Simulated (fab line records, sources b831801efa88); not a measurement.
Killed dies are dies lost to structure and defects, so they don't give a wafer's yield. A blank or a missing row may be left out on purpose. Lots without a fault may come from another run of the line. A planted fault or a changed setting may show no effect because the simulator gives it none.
A struck lot beside a sound one | flow gf180mcu | 15 steps out of a route of 602
Sound: wafers L107.2, L107.4, L107.6. Struck: wafers L120.4, L120.5, L120.6. The cause comes at the end.
At each step with rows: each side's tool, then ch and its chambers, then its first start. Under that, the readings that differ: sound wafers | struck wafers | difference of the means | sigmas: that difference in standard deviations of wafers without a fault.
alike: readings whose means differ by less than 2 such deviations, and words and numbers that are the same on both sides. not compared: withheld readings, readings that some wafer has no value for, bounds like >300 that may hide the same value, and numbers for which the record gives no deviation and whose values overlap.
The two part at a step that has a row with sigmas, a row that says differs or no value, or rows on one side only. Numbers that don't overlap but have no deviation are shown without sigmas and don't part them. A reading that every wafer of one side lacks parts them only if that side has two wafers or more.

first, 4 steps without rows for these wafers: GF_VT_IMPLANT_SOFTBAKE_14 (time 60 s); GF_VT_IMPLANT_EXPOSE_15 (exposes mask Nwell LV AREA, target cd 860 nm); GF_VT_IMPLANT_PEB_16; GF_VT_IMPLANT_DEVELOP_17 (develop time 60 s).
GF_VT_IMPLANT_OVL_MEAS_18:
  sound on overlay-01, day 7 05:49; struck on overlay-02, day 11 08:53
  alike: VT_IMPLANT_01_OVL
then, 1 step without rows for these wafers: GF_VT_IMPLANT_IMPLANT_19.
GF_VT_IMPLANT_STRIP_20: strips in O2/N2.
  sound on plasma_asher-01 ch 0, day 7 05:59; struck on plasma_asher-01 ch 0,1, day 11 09:14
  alike: drypump_motor_current_A, heater_power_w, oes_product_au, strip_time_to_endpoint_s
  not compared: rf_hours_counter_h
GF_VT_IMPLANT_TW_MEAS_21:
  sound on film_metro-02, day 7 06:06; struck on film_metro-04, day 11 09:19
  reading         | sound          | struck         | difference | sigmas
  VT_IMPLANT_2_TW | 1196 1208 1204 | 1227 1219 1218 | +19        | +2
then, 4 steps without rows for these wafers: GF_VT_IMPLANT_DEHYDRATE_22 (time 60 s); GF_VT_IMPLANT_HMDS_23 (prime time 60 s); GF_VT_IMPLANT_COAT_24 (resist thk 1000 nm); GF_VT_IMPLANT_SOFTBAKE_25 (time 60 s).
GF_VT_IMPLANT_EXPOSE_26: exposes mask LVPWELL HV AREA, target cd 860 nm.
  sound on iline_stepper-02 ch 0, day 7 14:47; struck on iline_stepper-01 ch 0, day 11 19:16
  reading              | sound                | struck               | difference | sigmas
  exposure_dose_mJ_cm2 | 139.86 140.01 139.93 | 135.46 135.49 135.39 | -4.49      | -32
  alike: mask
then, 1 step without rows for these wafers: GF_VT_IMPLANT_PEB_27.
-- the record jumps here: 22 days lie between the struck wafers' starts before and after (it left off in module VT_IMPLANT and takes up again in module PASSIVATION, whose first step shown is number 602 of the route) --
GF_PASSIVATION_PROBE_99:
  the record has rows for the struck wafers here (prober-02, day 34 05:03) and none for the sound ones

WHERE THEY PART
First at GF_VT_IMPLANT_TW_MEAS_21; last, within this record, at GF_PASSIVATION_PROBE_99.

WHY: what the simulator had put in
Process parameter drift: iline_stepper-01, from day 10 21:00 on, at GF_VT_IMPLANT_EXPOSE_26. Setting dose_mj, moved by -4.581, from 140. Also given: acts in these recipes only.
